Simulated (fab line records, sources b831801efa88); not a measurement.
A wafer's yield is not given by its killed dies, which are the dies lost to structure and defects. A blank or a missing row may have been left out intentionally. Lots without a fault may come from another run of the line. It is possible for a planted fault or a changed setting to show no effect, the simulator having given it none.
fab line records || flow sfq-line
record {"lots": 5, "wafers": 15, "last-day": 91}
route steps=325 shown M8@318
lots that met no fault: taken from a fault-free run of the same line
start-h: the number of hours between the record's first day and the start of the first shown wafer of the lot || wait-h: hours elapsed since this lot's preceding step || " as in the row above || L1.1+2: a row that stands for several wafers || - no value present, or no start provided || * or withheld: withheld || < > ~ a bound
route shown NAME@n: names a module that has steps shown in the file, with the first one's number in the route || usual: the fault-free wafers' mean and standard deviation || same: alike in all rows || chamber/n: place in a boat || sites: each site's reading || _std_site: the values' standard deviation || _edge_site: outer sites' mean less inner sites' || radius-mm: for every site, how far away it sits from the centre of the wafer || mask NAME#n: copy n || behind: the last tool/chamber to shape the wafer || hold: reason for holding the lot/hours on hold/outcome of the hold || device: the transistor (n, p or np) that didn't switch || end of line: the route-end tests of the same wafers || a step given without rows: its recipe and nothing more || killed: count of dies lost to structure and defects at first sort (not the wafer's yield) || map: a wafer's dies, x killed, . not, _ none there
set.NAME: the setting the step ran with; set.NAME@STEP: the setting that earlier step ran with || model.NAME: the simulator's own value behind a step, which no gauge read
a table for each step, a row for each wafer; lots at some steps of the route
services: the hour from which a tool's chamber was out of use, counted from the record's first day as start-h (under 0 if before that day), plus the number of hours and why
## steps
# step SFQ_M8_OVL_MEAS_948
# usual {"M8_OVL": "3/4.6"}
{"lot.wafer": "L074.3", "tool": "overlay-02", "chamber": "-", "start-h": 1971.27, "wait-h": 0.1, "M8_OVL[nm]": 6}
{"lot.wafer": "L074.4", "tool": "overlay-02", "chamber": "-", "start-h": 1971.27, "wait-h": 0.1, "M8_OVL[nm]": 6}
{"lot.wafer": "L074.5", "tool": "overlay-02", "chamber": "-", "start-h": 1971.27, "wait-h": 0.1, "M8_OVL[nm]": 5}
{"lot.wafer": "L081.1", "tool": "overlay-02", "chamber": "-", "start-h": 2023.52, "wait-h": 0.1, "M8_OVL[nm]": 6}
{"lot.wafer": "L081.5", "tool": "overlay-02", "chamber": "-", "start-h": 2023.52, "wait-h": 0.1, "M8_OVL[nm]": 4}
{"lot.wafer": "L081.6", "tool": "overlay-02", "chamber": "-", "start-h": 2023.52, "wait-h": 0.1, "M8_OVL[nm]": 6}
{"lot.wafer": "L082.4", "tool": "overlay-01", "chamber": "-", "start-h": 2027.14, "wait-h": 0.1, "M8_OVL[nm]": -3}
{"lot.wafer": "L082.5", "tool": "overlay-01", "chamber": "-", "start-h": 2027.14, "wait-h": 0.1, "M8_OVL[nm]": -6}
{"lot.wafer": "L082.6", "tool": "overlay-01", "chamber": "-", "start-h": 2027.14, "wait-h": 0.1, "M8_OVL[nm]": 3}
{"lot.wafer": "L091.2", "tool": "overlay-01", "chamber": "-", "start-h": 2175.10, "wait-h": 0.1, "M8_OVL[nm]": 4}
{"lot.wafer": "L091.4", "tool": "overlay-01", "chamber": "-", "start-h": 2175.10, "wait-h": 0.1, "M8_OVL[nm]": 11}
{"lot.wafer": "L091.5", "tool": "overlay-01", "chamber": "-", "start-h": 2175.10, "wait-h": 0.1, "M8_OVL[nm]": 3}
{"lot.wafer": "L095.1", "tool": "overlay-01", "chamber": "-", "start-h": 2179.89, "wait-h": 0.1, "M8_OVL[nm]": 1}
{"lot.wafer": "L095.4", "tool": "overlay-01", "chamber": "-", "start-h": 2179.89, "wait-h": 0.1, "M8_OVL[nm]": 3}
{"lot.wafer": "L095.5", "tool": "overlay-01", "chamber": "-", "start-h": 2179.89, "wait-h": 0.1, "M8_OVL[nm]": 3}
# step SFQ_TRILAYER_M8_DEP_EVAP_197
# recipe {"material": "Ti", "angular-spread-deg": 1, "target-thk-nm": 20, "time-s": 100, "power-w": 2000}
{"lot.wafer": "L074.3+4+5", "tool": "pvd-sputter-01", "chamber": "-", "start-h": 1971.30, "wait-h": 0.0}
{"lot.wafer": "L081.1+5+6", "tool": "pvd-sputter-02", "chamber": "-", "start-h": 2023.56, "wait-h": 0.0}
{"lot.wafer": "L082.4+5+6", "tool": "pvd-sputter-01", "chamber": "-", "start-h": 2027.16, "wait-h": 0.0}
{"lot.wafer": "L091.2+4+5", "tool": "pvd-sputter-02", "chamber": "-", "start-h": 2175.13, "wait-h": 0.0}
{"lot.wafer": "L095.1+4+5", "tool": "pvd-sputter-02", "chamber": "-", "start-h": 2179.93, "wait-h": 0.0}
# step SFQ_TRILAYER_M8_DEP_EVAP_198
# recipe {"material": "Pt", "angular-spread-deg": 1, "target-thk-nm": 50, "time-s": 250, "power-w": 2000}
{"lot.wafer": "L074.3+4+5", "tool": "pvd-sputter-01", "chamber": "-", "start-h": 1971.37, "wait-h": 0.0}
{"lot.wafer": "L081.1+5+6", "tool": "pvd-sputter-02", "chamber": "-", "start-h": 2023.63, "wait-h": 0.0}
{"lot.wafer": "L082.4+5+6", "tool": "pvd-sputter-01", "chamber": "-", "start-h": 2027.23, "wait-h": 0.0}
{"lot.wafer": "L091.2+4+5", "tool": "pvd-sputter-02", "chamber": "-", "start-h": 2175.20, "wait-h": 0.0}
{"lot.wafer": "L095.1+4+5", "tool": "pvd-sputter-02", "chamber": "-", "start-h": 2180.00, "wait-h": 0.0}
# step SFQ_TRILAYER_M8_DEP_EVAP_196
# recipe {"material": "Au", "angular-spread-deg": 1, "target-thk-nm": 180, "time-s": 900, "power-w": 2000}
{"lot.wafer": "L074.3+4+5", "tool": "pvd-sputter-01", "chamber": "-", "start-h": 1971.52, "wait-h": 0.1}
{"lot.wafer": "L081.1+5+6", "tool": "pvd-sputter-02", "chamber": "-", "start-h": 2023.78, "wait-h": 0.1}
{"lot.wafer": "L082.4+5+6", "tool": "pvd-sputter-01", "chamber": "-", "start-h": 2027.38, "wait-h": 0.1}
{"lot.wafer": "L091.2+4+5", "tool": "pvd-sputter-02", "chamber": "-", "start-h": 2175.35, "wait-h": 0.1}
{"lot.wafer": "L095.1+4+5", "tool": "pvd-sputter-02", "chamber": "-", "start-h": 2180.15, "wait-h": 0.1}
# step SFQ_M8_RS_MEAS_949
# recipe {"thk-meas-gauge": "four-point-probe", "reads": "Au_of_TRILAYER_M8_DEP_EVAP_196+Pt_of_TRILAYER_M8_DEP_EVAP_198+Ti_of_TRILAYER_M8_DEP_EVAP_197"}
# usual {"M8_AU_RS": "0.1534/0.0019"}
{"lot.wafer": "L074.3", "tool": "film-metro-01", "chamber": "-", "start-h": 1972.08, "wait-h": 0.3, "M8_AU_RS[ohm/sq]": 0.1542}
{"lot.wafer": "L074.4", "tool": "film-metro-01", "chamber": "-", "start-h": 1972.08, "wait-h": 0.3, "M8_AU_RS[ohm/sq]": 0.1498}
{"lot.wafer": "L074.5", "tool": "film-metro-01", "chamber": "-", "start-h": 1972.08, "wait-h": 0.3, "M8_AU_RS[ohm/sq]": 0.1500}
{"lot.wafer": "L081.1", "tool": "film-metro-02", "chamber": "-", "start-h": 2024.30, "wait-h": 0.3, "M8_AU_RS[ohm/sq]": 0.1511}
{"lot.wafer": "L081.5", "tool": "film-metro-02", "chamber": "-", "start-h": 2024.30, "wait-h": 0.3, "M8_AU_RS[ohm/sq]": 0.1510}
{"lot.wafer": "L081.6", "tool": "film-metro-02", "chamber": "-", "start-h": 2024.30, "wait-h": 0.3, "M8_AU_RS[ohm/sq]": 0.1522}
{"lot.wafer": "L082.4", "tool": "film-metro-01", "chamber": "-", "start-h": 2027.96, "wait-h": 0.3, "M8_AU_RS[ohm/sq]": 0.1500}
{"lot.wafer": "L082.5", "tool": "film-metro-01", "chamber": "-", "start-h": 2027.96, "wait-h": 0.3, "M8_AU_RS[ohm/sq]": 0.1503}
{"lot.wafer": "L082.6", "tool": "film-metro-01", "chamber": "-", "start-h": 2027.96, "wait-h": 0.3, "M8_AU_RS[ohm/sq]": 0.1539}
{"lot.wafer": "L091.2", "tool": "film-metro-01", "chamber": "-", "start-h": 2175.89, "wait-h": 0.3, "M8_AU_RS[ohm/sq]": 0.1529}
{"lot.wafer": "L091.4", "tool": "film-metro-01", "chamber": "-", "start-h": 2175.89, "wait-h": 0.3, "M8_AU_RS[ohm/sq]": 0.1510}
{"lot.wafer": "L091.5", "tool": "film-metro-01", "chamber": "-", "start-h": 2175.89, "wait-h": 0.3, "M8_AU_RS[ohm/sq]": 0.1530}
{"lot.wafer": "L095.1", "tool": "film-metro-02", "chamber": "-", "start-h": 2180.67, "wait-h": 0.3, "M8_AU_RS[ohm/sq]": 0.1540}
{"lot.wafer": "L095.4", "tool": "film-metro-02", "chamber": "-", "start-h": 2180.67, "wait-h": 0.3, "M8_AU_RS[ohm/sq]": 0.1544}
{"lot.wafer": "L095.5", "tool": "film-metro-02", "chamber": "-", "start-h": 2180.67, "wait-h": 0.3, "M8_AU_RS[ohm/sq]": 0.1543}
# step SFQ_M8_THK_MEAS_950
# recipe {"thk-meas-gauge": "xrf", "reads": "Au_of_TRILAYER_M8_DEP_EVAP_196"}
# usual {"M8_AU_THK": "180.3/2.3"}
{"lot.wafer": "L074.3", "tool": "film-metro-01", "chamber": "-", "start-h": 1972.18, "wait-h": 0.1, "M8_AU_THK[nm]": 178.2}
{"lot.wafer": "L074.4", "tool": "film-metro-01", "chamber": "-", "start-h": 1972.18, "wait-h": 0.1, "M8_AU_THK[nm]": 183.5}
{"lot.wafer": "L074.5", "tool": "film-metro-01", "chamber": "-", "start-h": 1972.18, "wait-h": 0.1, "M8_AU_THK[nm]": 184.2}
{"lot.wafer": "L081.1", "tool": "film-metro-02", "chamber": "-", "start-h": 2024.42, "wait-h": 0.1, "M8_AU_THK[nm]": 182.7}
{"lot.wafer": "L081.5", "tool": "film-metro-02", "chamber": "-", "start-h": 2024.42, "wait-h": 0.1, "M8_AU_THK[nm]": 183.7}
{"lot.wafer": "L081.6", "tool": "film-metro-02", "chamber": "-", "start-h": 2024.42, "wait-h": 0.1, "M8_AU_THK[nm]": 182.5}
{"lot.wafer": "L082.4", "tool": "film-metro-01", "chamber": "-", "start-h": 2028.05, "wait-h": 0.1, "M8_AU_THK[nm]": 185.3}
{"lot.wafer": "L082.5", "tool": "film-metro-01", "chamber": "-", "start-h": 2028.05, "wait-h": 0.1, "M8_AU_THK[nm]": 186.5}
{"lot.wafer": "L082.6", "tool": "film-metro-01", "chamber": "-", "start-h": 2028.05, "wait-h": 0.1, "M8_AU_THK[nm]": 181.2}
{"lot.wafer": "L091.2", "tool": "film-metro-01", "chamber": "-", "start-h": 2176.00, "wait-h": 0.1, "M8_AU_THK[nm]": 179.0}
{"lot.wafer": "L091.4", "tool": "film-metro-01", "chamber": "-", "start-h": 2176.00, "wait-h": 0.1, "M8_AU_THK[nm]": 181.1}
{"lot.wafer": "L091.5", "tool": "film-metro-01", "chamber": "-", "start-h": 2176.00, "wait-h": 0.1, "M8_AU_THK[nm]": 180.1}
{"lot.wafer": "L095.1", "tool": "film-metro-02", "chamber": "-", "start-h": 2180.79, "wait-h": 0.1, "M8_AU_THK[nm]": 180.3}
{"lot.wafer": "L095.4", "tool": "film-metro-02", "chamber": "-", "start-h": 2180.79, "wait-h": 0.1, "M8_AU_THK[nm]": 178.9}
{"lot.wafer": "L095.5", "tool": "film-metro-02", "chamber": "-", "start-h": 2180.79, "wait-h": 0.1, "M8_AU_THK[nm]": 178.9}
# step SFQ_TRILAYER_M8_LIFTOFF_LIFTOFF_197
# recipe {"temp-c": 80, "time-s": 600, "chemistry": "NMP"}
{"lot.wafer": "L074.3+4+5", "tool": "wet-bench-01", "chamber": "0,5,2", "start-h": 1972.22, "wait-h": 0.0}
{"lot.wafer": "L081.1+5+6", "tool": "wet-bench-03", "chamber": "1,0,7", "start-h": 2024.48, "wait-h": 0.1}
{"lot.wafer": "L082.4+5+6", "tool": "wet-bench-01", "chamber": "2,0,7", "start-h": 2028.08, "wait-h": 0.0}
{"lot.wafer": "L091.2+4+5", "tool": "wet-bench-01", "chamber": "7,6,5", "start-h": 2176.05, "wait-h": 0.0}
{"lot.wafer": "L095.1+4+5", "tool": "wet-bench-04", "chamber": "5,6,0", "start-h": 2180.85, "wait-h": 0.1}
# step SFQ_M8_BOW_MEAS_951
# recipe {"mode": "bow"}
# usual {"M8_BOW": "10/9.5"}
{"lot.wafer": "L074.3", "tool": "film-metro-02", "chamber": "-", "start-h": 1972.44, "wait-h": 0.0, "M8_BOW[um]": 20}
{"lot.wafer": "L074.4", "tool": "film-metro-02", "chamber": "-", "start-h": 1972.44, "wait-h": 0.0, "M8_BOW[um]": 15}
{"lot.wafer": "L074.5", "tool": "film-metro-02", "chamber": "-", "start-h": 1972.44, "wait-h": 0.0, "M8_BOW[um]": 6}
{"lot.wafer": "L081.1", "tool": "film-metro-03", "chamber": "-", "start-h": 2024.66, "wait-h": 0.0, "M8_BOW[um]": 13}
{"lot.wafer": "L081.5", "tool": "film-metro-03", "chamber": "-", "start-h": 2024.66, "wait-h": 0.0, "M8_BOW[um]": 23}
{"lot.wafer": "L081.6", "tool": "film-metro-03", "chamber": "-", "start-h": 2024.66, "wait-h": 0.0, "M8_BOW[um]": 18}
{"lot.wafer": "L082.4", "tool": "film-metro-02", "chamber": "-", "start-h": 2028.32, "wait-h": 0.1, "M8_BOW[um]": 22}
{"lot.wafer": "L082.5", "tool": "film-metro-02", "chamber": "-", "start-h": 2028.32, "wait-h": 0.1, "M8_BOW[um]": 14}
{"lot.wafer": "L082.6", "tool": "film-metro-02", "chamber": "-", "start-h": 2028.32, "wait-h": 0.1, "M8_BOW[um]": 22}
{"lot.wafer": "L091.2", "tool": "film-metro-03", "chamber": "-", "start-h": 2176.26, "wait-h": 0.0, "M8_BOW[um]": 9}
{"lot.wafer": "L091.4", "tool": "film-metro-03", "chamber": "-", "start-h": 2176.26, "wait-h": 0.0, "M8_BOW[um]": 9}
{"lot.wafer": "L091.5", "tool": "film-metro-03", "chamber": "-", "start-h": 2176.26, "wait-h": 0.0, "M8_BOW[um]": 4}
{"lot.wafer": "L095.1", "tool": "film-metro-01", "chamber": "-", "start-h": 2181.03, "wait-h": 0.0, "M8_BOW[um]": 5}
{"lot.wafer": "L095.4", "tool": "film-metro-01", "chamber": "-", "start-h": 2181.03, "wait-h": 0.0, "M8_BOW[um]": 5}
{"lot.wafer": "L095.5", "tool": "film-metro-01", "chamber": "-", "start-h": 2181.03, "wait-h": 0.0, "M8_BOW[um]": 11}
## services
{"tool": "pvd-sputter-01", "chamber": "-", "start-h": 2008.34, "hours": 3.7, "kind": "repair"}
{"tool": "pvd-sputter-01", "chamber": 2, "start-h": 2043.19, "hours": "-", "kind": "consumable-replace:kit"}
{"tool": "pvd-sputter-01", "chamber": 2, "start-h": 2043.19, "hours": 18.0, "kind": "scheduled-down"}
{"tool": "pvd-sputter-01", "chamber": 2, "start-h": 2043.19, "hours": 18.0, "kind": "vent-cycle"}
{"tool": "wet-bench-01", "chamber": "-", "start-h": 2064.77, "hours": 1.2, "kind": "repair"}
{"tool": "pvd-sputter-01", "chamber": "-", "start-h": 2082.20, "hours": 0.8, "kind": "repair"}
{"tool": "pvd-sputter-01", "chamber": "-", "start-h": 2082.89, "hours": 7.8, "kind": "repair"}
{"tool": "pvd-sputter-01", "chamber": "-", "start-h": 2160.71, "hours": 0.5, "kind": "repair"}
{"tool": "pvd-sputter-02", "chamber": "-", "start-h": 2162.11, "hours": 2.3, "kind": "repair"}
## key
fault none
